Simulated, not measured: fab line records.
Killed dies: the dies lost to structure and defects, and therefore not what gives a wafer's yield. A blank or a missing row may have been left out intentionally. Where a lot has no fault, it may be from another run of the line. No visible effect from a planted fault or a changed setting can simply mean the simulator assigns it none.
Which tool did it? :: flow sky130 :: 13 lots with 39 wafers sampled at 5 steps, on a route of 708 steps

== WHAT THE GAUGES SHOWED, per wafer ==
SKY_PWDE_OVL_MEAS_07.
lot: L401
measured: day 3 20:35
on: overlay-02
PWDE_OVL (nm): -2.7 -5.5 -1.6

lot: L402
measured: day 4 01:08
on: overlay-02
PWDE_OVL (nm): -1.5 -0.8 -1.6

lot: L403
measured: day 4 09:13
on: overlay-01
PWDE_OVL (nm): -1.7 -3.6 -2.2

lot: L405
measured: day 4 18:23
on: overlay-01
PWDE_OVL (nm): -0.2 -0.7 -2.3

lot: L406
measured: day 4 23:34
on: overlay-02
PWDE_OVL (nm): -2.0 -3.2 -1.7

lot: L408
measured: day 5 14:05
on: overlay-01
PWDE_OVL (nm): - - -

lot: L409
measured: day 6 04:01
on: overlay-02
PWDE_OVL (nm): -2.3 -2.0 -0.3

lot: L416
measured: day 7 10:44
on: overlay-01
PWDE_OVL (nm): -4.0 -0.8 -2.3

lot: L417
measured: day 7 15:29
on: overlay-01
PWDE_OVL (nm): -0.4 0.0 -1.3

lot: L418
measured: day 7 18:22
on: overlay-01
PWDE_OVL (nm): -1.5 -1.2 -1.7

lot: L420
measured: day 8 09:41
on: overlay-01
PWDE_OVL (nm): -1.9 -1.6 -2.2

lot: L423
measured: day 9 05:05
on: overlay-02
PWDE_OVL (nm): -1.9 -3.3 -2.6

lot: L424
measured: day 9 11:46
on: overlay-01
PWDE_OVL (nm): -1.5 -0.8 -1.5

SKY_PWDE_TW_MEAS_10.
lot: L401
measured: day 3 20:52
on: film-metro-02
PWDE_TW: 374.9 375.2 374.4

lot: L402
measured: day 4 01:26
on: film-metro-01
PWDE_TW: 374.2 373.6 371.9

lot: L403
measured: day 4 09:29
on: film-metro-02
PWDE_TW: 374.7 374.0 374.0

lot: L405
measured: day 4 18:43
on: film-metro-02
PWDE_TW: 375.6 374.0 373.7

lot: L406
measured: day 4 23:50
on: film-metro-03
PWDE_TW: 379.2 377.3 378.7

lot: L408
measured: day 5 14:23
on: film-metro-02
PWDE_TW: 29.9 30.0 29.8

lot: L409
measured: day 6 04:18
on: film-metro-03
PWDE_TW: 376.4 376.3 377.1

lot: L416
measured: day 7 11:02
on: film-metro-01
PWDE_TW: 371.6 371.9 372.8

lot: L417
measured: day 7 15:46
on: film-metro-03
PWDE_TW: 375.4 375.4 372.7

lot: L418
measured: day 7 18:39
on: film-metro-02
PWDE_TW: 369.4 374.7 372.2

lot: L420
measured: day 8 09:58
on: film-metro-03
PWDE_TW: 377.3 376.8 374.6

lot: L423
measured: day 9 05:22
on: film-metro-01
PWDE_TW: 373.9 372.9 373.3

lot: L424
measured: day 9 12:04
on: film-metro-03
PWDE_TW: 377.4 376.4 377.3

SKY_NWELL_OVL_MEAS_10.
lot: L401
measured: day 4 12:55
on: overlay-02
NWELL_00_OVL (nm): 3.8 2.3 1.2

lot: L402
measured: day 4 17:58
on: overlay-02
NWELL_00_OVL (nm): -0.4 -1.1 0.2

lot: L403
measured: day 5 01:48
on: overlay-01
NWELL_00_OVL (nm): -0.8 -0.4 -0.2

lot: L405
measured: day 5 11:25
on: overlay-02
NWELL_00_OVL (nm): -0.6 -2.6 -2.6

lot: L406
measured: day 5 16:15
on: overlay-01
NWELL_00_OVL (nm): -1.7 0.7 0.0

lot: L408
measured: day 6 08:19
on: overlay-02
NWELL_00_OVL (nm): -2.3 -1.3 -2.4

lot: L409
measured: day 6 23:16
on: overlay-01
NWELL_00_OVL (nm): 0.7 -0.5 0.7

lot: L416
measured: day 8 06:37
on: overlay-02
NWELL_00_OVL (nm): -0.2 0.4 0.2

lot: L417
measured: day 8 10:18
on: overlay-01
NWELL_00_OVL (nm): -0.8 0.0 -2.0

lot: L418
measured: day 8 14:07
on: overlay-01
NWELL_00_OVL (nm): -0.1 -0.6 -0.5

lot: L420
measured: day 9 06:28
on: overlay-01
NWELL_00_OVL (nm): -1.1 -1.9 -1.7

lot: L423
measured: day 10 03:22
on: overlay-02
NWELL_00_OVL (nm): 1.4 -0.1 0.7

lot: L424
measured: day 10 09:11
on: overlay-01
NWELL_00_OVL (nm): -1.1 -0.2 -1.3

== WHICH TOOL RAN EACH LOT (tool, then ch and the chambers of the sampled wafers, then the start) ==
lot: L401
SKY_FIELD_ISO_ETCH_15: rie-diel-02 ch 0,1, day 2 05:57
SKY_PWDE_EXPOSE_04: iline-stepper-02 ch 0, day 3 12:26

lot: L402
SKY_FIELD_ISO_ETCH_15: rie-diel-04 ch 0,1,2, day 2 09:21
SKY_PWDE_EXPOSE_04: iline-stepper-02 ch 0, day 3 16:56

lot: L403
SKY_FIELD_ISO_ETCH_15: rie-diel-01 ch 1,3, day 2 14:46
SKY_PWDE_EXPOSE_04: iline-stepper-02 ch 0, day 4 00:47

lot: L405
SKY_FIELD_ISO_ETCH_15: rie-diel-01 ch 0,1,2, day 3 01:48
SKY_PWDE_EXPOSE_04: iline-stepper-02 ch 0, day 4 11:20

lot: L406
SKY_FIELD_ISO_ETCH_15: rie-diel-02 ch 0,2,3, day 3 07:49
SKY_PWDE_EXPOSE_04: iline-stepper-02 ch 0, day 4 15:35

lot: L408
SKY_FIELD_ISO_ETCH_15: rie-diel-01 ch 0,2, day 3 17:40
SKY_PWDE_EXPOSE_04: iline-stepper-02 ch 0, day 5 05:56

lot: L409
SKY_FIELD_ISO_ETCH_15: rie-diel-04 ch 0,1, day 3 23:06
SKY_PWDE_EXPOSE_04: iline-stepper-01 ch 0, day 5 19:08

lot: L416
SKY_FIELD_ISO_ETCH_15: rie-diel-01 ch 0,2,3, day 5 12:22
SKY_PWDE_EXPOSE_04: iline-stepper-02 ch 0, day 7 01:10

lot: L417
SKY_FIELD_ISO_ETCH_15: rie-diel-04 ch 0,1,3, day 5 17:19
SKY_PWDE_EXPOSE_04: iline-stepper-02 ch 0, day 7 06:04

lot: L418
SKY_FIELD_ISO_ETCH_15: rie-diel-01 ch 2,3, day 5 21:49
SKY_PWDE_EXPOSE_04: iline-stepper-01 ch 0, day 7 08:20

lot: L420
SKY_FIELD_ISO_ETCH_15: rie-diel-01 ch 1,2, day 6 09:39
SKY_PWDE_EXPOSE_04: iline-stepper-01 ch 0, day 8 00:04

lot: L423
SKY_FIELD_ISO_ETCH_15: rie-diel-04 ch 2,3, day 7 02:15
SKY_PWDE_EXPOSE_04: iline-stepper-02 ch 0, day 8 18:01

lot: L424
SKY_FIELD_ISO_ETCH_15: rie-diel-04 ch 1,2,3, day 7 04:59
SKY_PWDE_EXPOSE_04: iline-stepper-02 ch 0, day 9 01:23
- SKY_FIELD_ISO_ETCH_15: etches the open film in CHF3/O2, stops on Si, target depth 180 nm, time 72 s.
- SKY_PWDE_EXPOSE_04: exposes mask PWDEM, target cd 840 nm.

== WHAT THE TOOLS THEMSELVES READ (means of the sampled wafers that have a number; where no wafer has one, the mark that the record gives instead) ==
SKY_FIELD_ISO_ETCH_15.
lot: L401
tool: rie-diel-02
drypump-motor-current-A (A): 5.5
oes-product-au (a.u.): 0.941
throttle-valve-pct (%): 8.849

lot: L402
tool: rie-diel-04
drypump-motor-current-A (A): 6.0
oes-product-au (a.u.): 0.948
throttle-valve-pct (%): 8.841

lot: L403
tool: rie-diel-01
drypump-motor-current-A (A): 6.1
oes-product-au (a.u.): 0.948
throttle-valve-pct (%): 8.848

lot: L405
tool: rie-diel-01
drypump-motor-current-A (A): 5.8
oes-product-au (a.u.): 0.957
throttle-valve-pct (%): 8.847

lot: L406
tool: rie-diel-02
drypump-motor-current-A (A): 6.0
oes-product-au (a.u.): 0.944
throttle-valve-pct (%): 8.842

lot: L408
tool: rie-diel-01
drypump-motor-current-A (A): 5.7
oes-product-au (a.u.): 0.946
throttle-valve-pct (%): 8.852

lot: L409
tool: rie-diel-04
drypump-motor-current-A (A): 6.3
oes-product-au (a.u.): 0.943
throttle-valve-pct (%): 8.848

lot: L416
tool: rie-diel-01
drypump-motor-current-A (A): 6.0
oes-product-au (a.u.): 0.946
throttle-valve-pct (%): 8.852

lot: L417
tool: rie-diel-04
drypump-motor-current-A (A): 5.8
oes-product-au (a.u.): 0.944
throttle-valve-pct (%): 8.844

lot: L418
tool: rie-diel-01
drypump-motor-current-A (A): 6.3
oes-product-au (a.u.): 0.948
throttle-valve-pct (%): 8.839

lot: L420
tool: rie-diel-01
drypump-motor-current-A (A): 5.9
oes-product-au (a.u.): 0.949
throttle-valve-pct (%): 8.846

lot: L423
tool: rie-diel-04
drypump-motor-current-A (A): 5.1
oes-product-au (a.u.): 0.954
throttle-valve-pct (%): 8.837

lot: L424
tool: rie-diel-04
drypump-motor-current-A (A): 5.6
oes-product-au (a.u.): 0.947
throttle-valve-pct (%): 8.844

== THE ANSWER, worked out from the rows above alone ==
Rule: the lots themselves supply what counts as usual. Put in order of their means at a reading, lots are off if they are a third of the lots or fewer, leave a main group of 4 or more, and stand apart from it by a gap of 3 or more times the standard deviation of the main group's means; of several such gaps the widest counts. Not used: any main group whose means are identical at the precision the tables above print for the reading. A lot without any number at a reading at which 4 lots or more have one is off too. The other lots that the step has rows for count as sound. Order of review: gauges by route order, followed by the tools' own readings, for which a lot's mean as printed above is used. The first step at which some lot is off is used, and at that step the reading that is off furthest; a lot without a number counts as furthest.
Off: L408, seen at SKY_PWDE_OVL_MEAS_07 (PWDE_OVL). Without a number there: L408. Main group: mean -1.8 nm, sd 0.74.
A tool fits if, at a process step before that reading, it ran every lot that is off, and no sound lot after the first of them. The gauges at SKY_PWDE_OVL_MEAS_07 aren't tried: what is off there is off at SKY_PWDE_TW_MEAS_10 too, on other tools, and a gauge's error can't cause that. Of those tried, none fits.

== WHAT THE SIMULATOR HAD PUT IN ==
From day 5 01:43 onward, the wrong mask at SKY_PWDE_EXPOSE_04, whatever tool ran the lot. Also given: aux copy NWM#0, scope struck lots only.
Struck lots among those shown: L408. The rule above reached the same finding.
